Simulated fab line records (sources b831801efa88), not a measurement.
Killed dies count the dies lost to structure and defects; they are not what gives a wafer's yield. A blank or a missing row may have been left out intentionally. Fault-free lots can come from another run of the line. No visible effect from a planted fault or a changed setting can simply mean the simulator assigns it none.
Comparing a struck lot with a sound one :: flow gf180mcu :: 18 steps out of a route of 602
Sound: the wafers L209.3, L209.4, L209.5. Struck: wafer L214.3; the same lot's L214.1 was not struck, so it is left out; see the end for the cause.
Each step with rows lists, per side, the tool, then ch with its chambers, then its first start. Under that, the readings that differ: sound wafers :: struck wafers :: difference of the means :: sigmas: that difference in standard deviations of wafers without a fault.
alike: words and numbers the same on both sides, and readings whose means are apart by under 2 such deviations; not compared: readings that were withheld, readings missing a value for some wafer, numbers with overlapping values and no deviation given by the record, and bounds like >300 which may hide the same value.
Wherever a step has rows on one side only, a row that says differs or no value, or a row with sigmas, the two part there. Numbers that have no deviation but don't overlap get no sigmas and don't part them. Lack of a reading on every wafer of one side parts them only where that side has two or more wafers.

first, 2 steps without rows for these wafers: GF_CONTACT_PEB_12 (peb time 90 s); GF_CONTACT_DEVELOP_13 (develop time 60 s).
GF_CONTACT_CD_MEAS_14 targets a cd of 220 nm.
  sound: cd_sem-02 at day 18 11:14; struck: cd_sem-02 at day 20 02:40
  alike: cd_nm
GF_CONTACT_OVL_MEAS_15:
  sound: overlay-02 at day 18 11:20; struck: overlay-02 at day 20 02:47
  alike: CONTACT_OVL
then, 1 step without rows for these wafers: GF_CONTACT_ETCH_16 (etches BARC in N2/H2).
GF_CONTACT_ETCH_17: etches SiO2 in C4F8/O2/Ar, stops on CoSi2, target depth 860 nm.
  sound: rie_diel-01 ch 0,1,2; struck: rie_diel-02 ch 0
  alike: oes_product_au
GF_CONTACT_STRIP_18: strips in O2/N2.
  sound on plasma_asher-03 ch 0,1, day 18 11:33; struck on plasma_asher-03 ch 1, day 20 02:59
  alike: drypump_motor_current_A, heater_power_w, o2_flow_sccm, oes_product_au
  not compared: rf_hours_counter_h
then, 3 steps without rows for these wafers: GF_CONTACT_CLEAN_19 (cleans in SPM); GF_CONTACT_CLEAN_20 (cleans in DIW); GF_CONTACT_CLEAN_21 (cleans in dHF, time 20 s).
GF_CONTACT_SPUTTER_22: material Ti, target thk 15 nm, time 80.02 s.
  sound: pvd_sputter-01 at day 18 11:56; struck: pvd_sputter-02 at day 20 03:19
  alike: throttle_valve_pct
GF_CONTACT_SPUTTER_23: material TiN, target thk 10 nm, time 40 s.
  sound: pvd_sputter-01 at day 18 12:00; struck: pvd_sputter-02 at day 20 03:22
  alike: throttle_valve_pct
GF_CONTACT_CVD_24: deposits W, target thk 300 nm, time 90.339 s.
  sound on cvd_w-01 ch 0,1, day 18 12:04; struck on cvd_w-01 ch 1, day 20 03:25
reading: model.W_of_CONTACT_CVD_24.thk_nm (nm)
sound: 300.3 298.9 298.9
struck: 195
difference: -104
sigmas: 
  alike: heater_power_outer_w, heater_power_w
GF_CONTACT_RS_MEAS_25: uses a four-point probe to measure.
  sound: film_metro-04 at day 18 12:11; struck: film_metro-03 at day 20 03:31
reading: CONTACT_W_RS (ohm/sq)
sound: 0.383 0.384 0.384
struck: 0.593
difference: +0.209
sigmas: +45
GF_CONTACT_THK_MEAS_26: measures by xrf.
  sound: film_metro-04 at day 18 12:17; struck: film_metro-03 at day 20 03:38
reading: CONTACT_W_THK (nm)
sound: 300 298 299
struck: 192
difference: -107
sigmas: -25
GF_CONTACT_CMP_27: polishes, stops on SiO2, t overpolish 15 s, target thk 0 nm.
  sound on cmp-01 ch 0,1,3, day 18 12:19; struck on cmp-01 ch 1, day 20 03:41
reading: retaining_ring_pressure_frac
sound: 0.998 0.995 0.981
struck: 1.009
difference: +0.018
sigmas: +4

reading: time_to_endpoint_s (s)
sound: 76 68 70
struck: 43
difference: -28
sigmas: -6
  alike: motor_current_A
GF_M1_SPUTTER_00: material Ti, target thk 37.5 nm, time 150 s.
  sound: pvd_sputter-04 at day 18 12:37; struck: pvd_sputter-03 at day 20 03:59
  alike: throttle_valve_pct
following that, these wafers have no rows for 1 step: GF_PASSIVATION_PROBE_99.

== WHERE THEY PART ==
At GF_CONTACT_RS_MEAS_25 first; at GF_CONTACT_CMP_27 last (within this record only). Later steps at which nothing parts them and some readings are alike: GF_M1_SPUTTER_00.

WHY: what the simulator had put in
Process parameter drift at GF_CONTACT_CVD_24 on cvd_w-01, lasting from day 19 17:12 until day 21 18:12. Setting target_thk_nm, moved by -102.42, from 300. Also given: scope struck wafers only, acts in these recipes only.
